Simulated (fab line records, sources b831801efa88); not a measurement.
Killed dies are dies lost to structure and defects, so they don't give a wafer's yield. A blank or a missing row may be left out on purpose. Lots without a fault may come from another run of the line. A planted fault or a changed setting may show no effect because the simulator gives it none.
Chamber matching | flow sky130 | SKY_VIA3_ETCH_14 on rie_diel-03: 4 sister chambers
The step etches BARC in N2/H2, stops on SiO2, time 45.9 s, target depth 60 nm. 8 wafers are shown with their chamber, then 8 later ones without.

WAFERS WITH THEIR CHAMBER
wafer  | chamber | drypump_motor_current_A (A) | rf_fwd_power_W (W)
L675.1 | 0       | 5.8                         | 498.5
L677.4 | 0       | 5.9                         | 496.2
L678.3 | 1       | 6.2                         | 495.9
L685.4 | 2       | 6.3                         | 496.4
L687.1 | 3       | 6.3                         | 494.4
L687.2 | 2       | 6.3                         | 494.7
L687.6 | 1       | 6.2                         | 492.5
L688.1 | 3       | 6.3                         | 493.1

WAFERS WITHOUT THEIR CHAMBER
wafer  | drypump_motor_current_A (A) | rf_fwd_power_W (W)
L688.2 | 5.9                         | 492.7
L688.6 | 6.3                         | 494.7
L690.1 | 6.3                         | 497.5
L690.4 | 5.8                         | 495.6
L690.5 | 6.3                         | 493.0
L691.1 | 6.4                         | 493.5
L691.2 | 6.3                         | 495.7
L691.3 | 6.2                         | 496.0

WHICH CHAMBER EACH WENT THROUGH
wafer  | from the rows above     | in truth
L688.2 | 0                       | 0
L688.6 | can't be placed: 2 or 3 | 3
L690.1 | can't be placed: 2 or 3 | 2
L690.4 | 0                       | 0
L690.5 | can't be placed: 3 or 2 | 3
L691.1 | can't be placed: 3 or 2 | 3
L691.2 | can't be placed: 2 or 3 | 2
L691.3 | can't be placed: 1 or 2 | 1
Placed correctly: 2 of 8. Can't be placed from these rows: 6 (the true chamber is among the candidates in 6). Placed wrongly: 0.
How it was worked out, from the rows above alone: a wafer's distance from a chamber is the root of the sum, over the readings, of the square of ((its reading less the chamber's mean) divided by the reading's scatter). The wafer belongs to the nearest chamber; if the next one is less than 2 further off, it can't be placed. A chamber's mean is the mean of its shown wafers. The scatter: the root of (the sum of the squares of (reading less its chamber's mean) over the shown wafers, divided by (wafers less chambers)).
